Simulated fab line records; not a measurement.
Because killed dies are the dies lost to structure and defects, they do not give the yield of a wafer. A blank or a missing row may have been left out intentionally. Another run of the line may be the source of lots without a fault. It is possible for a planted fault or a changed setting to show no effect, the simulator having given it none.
fab line records | flow gf180mcu
record: lots: 14 wafers: 42 last-day: 34
route steps=602 shown STI@23 NSD@245 M1@330 V1@337
lots that met no fault: from a run of the same line without faults
start-h: hours from the record's first day to the start of the lot's first wafer shown | wait-h: time in hours since the lot's previous step | " identical to the entry in the row above | L1.1+2: one row covering several wafers at once | - no value, or no start was given | * or withheld: withheld | < > ~ a bound
route shown NAME@n: NAME is a module with steps in the file, n the number in the route of the first one | usual: mean and standard deviation over wafers with no fault | same: alike in all rows | chamber/n: place in a boat | sites: per-site readings | _std_site: the values' standard deviation | _edge_site: the outer-site mean with the inner-site mean subtracted | radius-mm: how far each site lies from the wafer's centre | mask NAME#n: copy n | behind: the most recent tool/chamber to have shaped the wafer | hold: why the lot was held/for how many hours/how that ended | device: names the non-switching transistor (n, p or np) | end of line: the tests these same wafers got at the end of their route | a step given without rows: its recipe and nothing more | killed: count of dies lost to structure and defects at first sort (not the wafer's yield) | map: per-die view of a wafer (x killed, . not killed, _ where there is no die)
set.NAME: the setting that was run; set.NAME@STEP: the one run at that earlier step | model.NAME: the simulator's own value behind a step, which no gauge read
one table for each step of the route and one row for each wafer, over a sample of lots
services: the hour from which a tool's chamber was out of use, counted from the record's first day as start-h (under 0 if before that day), plus the number of hours and why
== steps ==
step: GF_STI_THK_MEAS_22
recipe: reads: SiO2_of_STI_OXIDATION_21
usual: STI_OXIDATION_01_THK: 15.09/0.26
columns lot.wafer tool chamber start-h wait-h STI_OXIDATION_01_THK[nm]
L879.1 film-metro-03 - 33.64 0.0 15.13
L879.2 " - " " 14.90
L879.4 " - " " 15.25
L880.2 film-metro-04 - 39.73 0.0 15.23
L880.3 " - " " 15.23
L880.4 " - " " 15.27
L881.2 film-metro-03 - 42.87 0.0 14.51
L881.3 " - " " 14.95
L881.6 " - " " 14.53
L883.1 film-metro-03 - 54.02 0.0 15.13
L883.4 " - " " 15.18
L883.5 " - " " 15.06
L884.2 film-metro-04 - 58.71 0.0 15.10
L884.3 " - " " 15.27
L884.4 " - " " 15.25
L885.3 film-metro-03 - 63.73 0.0 15.10
L885.4 " - " " 15.00
L885.6 " - " " 15.19
L886.3 film-metro-04 - 69.22 0.0 14.97
L886.4 " - " " 15.06
L886.5 " - " " 15.06
L891.1 film-metro-04 - 94.05 0.0 15.18
L891.4 " - " " 15.15
L891.6 " - " " 15.12
L892.1 film-metro-03 - 98.99 0.0 15.34
L892.3 " - " " 15.10
L892.6 " - " " 15.15
L893.2 film-metro-01 - 104.68 0.0 15.13
L893.4 " - " " 15.19
L893.5 " - " " 15.33
L896.1 film-metro-03 - 125.43 0.0 14.96
L896.4 " - " " 14.87
L896.6 " - " " 14.92
L898.1 film-metro-04 - 132.35 0.0 15.08
L898.2 " - " " 15.23
L898.5 " - " " 15.02
L900.2 film-metro-03 - 146.93 0.0 15.34
L900.3 " - " " 15.37
L900.6 " - " " 15.29
L901.2 film-metro-01 - 147.65 0.0 14.80
L901.3 " - " " 14.85
L901.6 " - " " 14.81
step: GF_NSD_IMPLANT_10
recipe: species: P energy-kev: 40 dose-cm2: 5e+14 tilt-deg: 7
usual: dose-ions-cm2: 5e+14/5.3e+11 end-station-pressure-torr: 7.3e-06/4.1e-07 faraday-current-uA: 2793/55
columns lot.wafer tool chamber start-h wait-h dose-ions-cm2 end-station-pressure-torr faraday-current-uA
L879.1 implanter-02 0 305.95 0.1 5.005e+14 8.2e-06 2797
L879.2 " 0 " " 5.005e+14 7.4e-06 2747
L879.4 " 0 " " 5.001e+14 7.3e-06 2755
L880.2 implanter-03 0 313.27 0.1 5.006e+14 6.4e-06 2816
L880.3 " 0 " " 5.01e+14 7.5e-06 2638
L880.4 " 0 " " 5.003e+14 6.5e-06 2722
L881.2 implanter-03 0 321.14 0.1 5.004e+14 7.7e-06 2834
L881.3 " 0 " " 5.012e+14 7.3e-06 2816
L881.6 " 0 " " 5.008e+14 7.9e-06 2817
L883.1 implanter-04 0 336.87 0.1 4.994e+14 7.1e-06 2760
L883.4 " 0 " " 4.993e+14 6.5e-06 2698
L883.5 " 0 " " 4.99e+14 7.4e-06 2806
L884.2 implanter-03 0 346.29 0.1 5.003e+14 6.9e-06 2773
L884.3 " 0 " " 5e+14 6.9e-06 2765
L884.4 " 0 " " 5.001e+14 7.4e-06 2804
L885.3 implanter-03 0 355.50 0.1 5.006e+14 6.8e-06 2917
L885.4 " 0 " " 4.999e+14 7.1e-06 2807
L885.6 " 0 " " 5.007e+14 7.7e-06 2822
L886.3 implanter-02 0 362.95 0.1 5e+14 7.4e-06 2753
L886.4 " 0 " " 4.994e+14 7.9e-06 2914
L886.5 " 0 " " 4.995e+14 7.3e-06 2840
L891.1 implanter-02 0 399.12 0.1 4.306e+14 7.1e-06 2336
L891.4 " 0 " " 4.306e+14 7.2e-06 2447
L891.6 " 0 " " 4.298e+14 7.3e-06 2454
L892.1 implanter-02 0 412.30 0.1 4.3e+14 7.2e-06 2370
L892.3 " 0 " " 4.31e+14 7e-06 2435
L892.6 " 0 " " 4.3e+14 6.5e-06 2408
L893.2 implanter-02 0 419.79 0.1 4.309e+14 7.2e-06 2413
L893.4 " 0 " " 4.305e+14 6.4e-06 2365
L893.5 " 0 " " 4.318e+14 7.2e-06 2372
L896.1 implanter-04 0 467.02 0.1 5.002e+14 7.2e-06 2764
L896.4 " 0 " " 5.004e+14 7.1e-06 2814
L896.6 " 0 " " 5.006e+14 8.3e-06 2749
L898.1 implanter-04 0 471.50 0.1 5.003e+14 7.1e-06 2765
L898.2 " 0 " " 5.005e+14 7.7e-06 2808
L898.5 " 0 " " 5.002e+14 7.7e-06 2720
L900.2 implanter-02 0 489.89 0.1 4.994e+14 7.9e-06 2746
L900.3 " 0 " " 4.994e+14 7.1e-06 2707
L900.6 " 0 " " 4.993e+14 8.1e-06 2833
L901.2 implanter-03 0 492.69 0.1 4.997e+14 7.6e-06 2731
L901.3 " 0 " " 4.995e+14 7.5e-06 2782
L901.6 " 0 " " 5.005e+14 7.4e-06 2746
step: GF_PSD_RS_MEAS_14
recipe: thk-meas-gauge: four-point-probe
usual: NSD_RS: 46.18/0.091
columns lot.wafer tool chamber start-h wait-h NSD_RS[ohm/sq]
L879.1 film-metro-04 - 327.44 0.1 46.04
L879.2 " - " " 46.11
L879.4 " - " " 46.25
L880.2 film-metro-03 - 335.24 0.1 46.17
L880.3 " - " " 46.14
L880.4 " - " " 46.21
L881.2 film-metro-04 - 343.06 0.1 46.26
L881.3 " - " " 46.14
L881.6 " - " " 46.23
L883.1 film-metro-03 - 359.41 0.1 46.05
L883.4 " - " " 46.13
L883.5 " - " " 46.17
L884.2 film-metro-04 - 369.16 0.1 46.22
L884.3 " - " " 46.29
L884.4 " - " " 46.30
L885.3 film-metro-03 - 378.85 0.1 46.12
L885.4 " - " " 46.32
L885.6 " - " " 46.29
L886.3 film-metro-03 - 386.51 0.1 46.18
L886.4 " - " " 46.20
L886.5 " - " " 46.18
L891.1 film-metro-04 - 423.79 0.1 47.07
L891.4 " - " " 46.97
L891.6 " - " " 47.14
L892.1 film-metro-04 - 436.77 0.1 47.10
L892.3 " - " " 47.16
L892.6 " - " " 47.20
L893.2 film-metro-02 - 444.96 0.1 47.09
L893.4 " - " " 47.04
L893.5 " - " " 46.99
L896.1 film-metro-02 - 492.06 0.1 46.16
L896.4 " - " " 46.15
L896.6 " - " " 46.21
L898.1 film-metro-02 - 496.16 0.1 46.17
L898.2 " - " " 46.27
L898.5 " - " " 46.11
L900.2 film-metro-03 - 513.93 0.1 46.12
L900.3 " - " " 46.13
L900.6 " - " " 46.09
L901.2 film-metro-02 - 517.63 0.1 46.03
L901.3 " - " " 46.10
L901.6 " - " " 46.21
step: GF_M1_OVL_MEAS_15
usual: M1_OVL: -1/5
columns lot.wafer tool chamber start-h wait-h M1_OVL[nm]
L879.1 overlay-02 - 397.73 0.1 1
L879.2 " - " " 2
L879.4 " - " " -5
L880.2 overlay-01 - 406.17 0.1 -1
L880.3 " - " " -1
L880.4 " - " " 4
L881.2 overlay-02 - 413.77 0.1 -4
L881.3 " - " " 1
L881.6 " - " " -4
L883.1 overlay-01 - 432.42 0.1 -2
L883.4 " - " " -5
L883.5 " - " " 2
L884.2 overlay-02 - 442.12 0.1 -2
L884.3 " - " " 0
L884.4 " - " " -1
L885.3 overlay-02 - 454.93 0.1 -5
L885.4 " - " " -5
L885.6 " - " " -4
L886.3 overlay-01 - 461.39 0.1 -1
L886.4 " - " " -3
L886.5 " - " " 3
L891.1 overlay-01 - 499.43 0.1 2
L891.4 " - " " 0
L891.6 " - " " 2
L892.1 overlay-02 - 512.78 0.1 -1
L892.3 " - " " -5
L892.6 " - " " 4
L893.2 overlay-02 - 520.24 0.1 -9
L893.4 " - " " -14
L893.5 " - " " -8
L896.1 overlay-01 - 564.83 0.1 -6
L896.4 " - " " -7
L896.6 " - " " 3
L898.1 overlay-02 - 568.61 0.1 -2
L898.2 " - " " 4
L898.5 " - " " -7
L900.2 overlay-01 - 586.07 0.1 1
L900.3 " - " " 2
L900.6 " - " " 5
L901.2 overlay-02 - 589.26 0.1 0
L901.3 " - " " 2
L901.6 " - " " -2
step: GF_V1_CVD_02
recipe: material: SiO2 target-thk-nm: 850 precursor: TEOS temp-c: 400 time-s: 94.851 rf-w: 600
usual: heater-power-w: 652/89
same: time-s: 94.851
columns lot.wafer tool chamber start-h wait-h heater-power-w
L879.1 pecvd-04 1 398.56 0.1 629
L879.2 " 2 " " 815
L879.4 " 0 " " 628
L880.2 pecvd-04 1 407.04 0.0 534
L880.3 " 2 " " 822
L880.4 " 2 " " 679
L881.2 pecvd-02 0 414.63 0.0 704
L881.3 " 1 " " 665
L881.6 " 2 " " 486
L883.1 pecvd-04 2 433.28 0.1 788
L883.4 " 0 " " 565
L883.5 " 2 " " 826
L884.2 pecvd-03 2 442.95 0.0 773
L884.3 " 1 " " 666
L884.4 " 2 " " 606
L885.3 pecvd-04 1 455.75 0.0 623
L885.4 " 1 " " 647
L885.6 " 2 " " 802
L886.3 pecvd-04 2 462.23 0.0 790
L886.4 " 0 " " 523
L886.5 " 1 " " 506
L891.1 pecvd-03 1 500.29 0.1 719
L891.4 " 0 " " 643
L891.6 " 1 " " 646
L892.1 pecvd-02 2 513.64 0.1 524
L892.3 " 1 " " 663
L892.6 " 1 " " 696
L893.2 pecvd-04 2 521.06 0.0 836
L893.4 " 1 " " 506
L893.5 " 2 " " 656
L896.1 pecvd-02 2 565.69 0.1 523
L896.4 " 1 " " 673
L896.6 " 0 " " 683
L898.1 pecvd-03 0 569.44 0.1 749
L898.2 " 1 " " 663
L898.5 " 2 " " 691
L900.2 pecvd-03 1 586.93 0.0 664
L900.3 " 2 " " 788
L900.6 " 1 " " 683
L901.2 pecvd-02 0 590.13 0.0 669
L901.3 " 2 " " 606
L901.6 " 0 " " 687
== services ==
columns tool chamber start-h hours kind
pecvd-03 - 284.67 2.8 pm
implanter-03 - 285.55 6.2 repair
implanter-04 - 295.44 1.9 repair
pecvd-03 0 298.25 9.3 repair
implanter-04 - 303.72 23.2 pm
pecvd-03 - 314.56 0.7 repair
pecvd-02 - 334.56 1.3 repair
pecvd-03 - 335.82 1.5 repair
implanter-02 - 337.55 3.4 pm
pecvd-02 2 352.88 15.8 repair
pecvd-02 - 359.36 0.9 repair
implanter-03 - 359.86 3.2 repair
pecvd-03 - 368.88 14.0 pm
pecvd-04 - 408.34 2.8 pm
implanter-02 - 421.03 13.0 repair
pecvd-02 - 426.41 14.6 pm
implanter-02 - 429.30 1.7 repair
implanter-04 - 436.47 3.3 repair
pecvd-04 0 478.39 5.9 repair
pecvd-03 2 491.85 19.0 repair
implanter-03 - 515.47 4.6 pm
pecvd-02 1 520.76 3.8 repair
pecvd-03 1 547.62 15.2 repair
implanter-02 - 588.02 32.2 repair
== key ==
first-sign: step: GF_NSD_IMPLANT_10 reading: dose-ions-cm2 direction: down sigmas: 99+ usual: 5e+14 struck: 4.306e+14
effect: step: GF_NSD_IMPLANT_10 reading: faraday-current-uA direction: down sigmas: 7.2 usual: 2793 struck: 2400
effect: step: GF_PSD_RS_MEAS_14 reading: NSD_RS direction: up sigmas: 9.9 usual: 46.18 struck: 47.09
met-at GF_NSD_IMPLANT_10
struck-lots L891,L892,L893
tester-left-out L891,L892,L893
not-acting-at GF_STI_THK_MEAS_22,GF_M1_OVL_MEAS_15,GF_V1_CVD_02
onset-between 362.95 399.12
fault: kind: process-parameter-drift tool: implanter-02 chamber: - onset-h: 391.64 steps: GF_NSD_IMPLANT_10 channel: dose-cm2 offset: -6.9256e+13 shape: step end-h: 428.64 acts-in: these-recipes-only stated: 5e+14
tester-left-out: of these lots the tester's yield and bins aren't shown, on N5 and GAA mostly nor the transistor test; their killed dies are dies lost to structure and defects alone, not to doping, threshold or leakage, so they don't give the yield
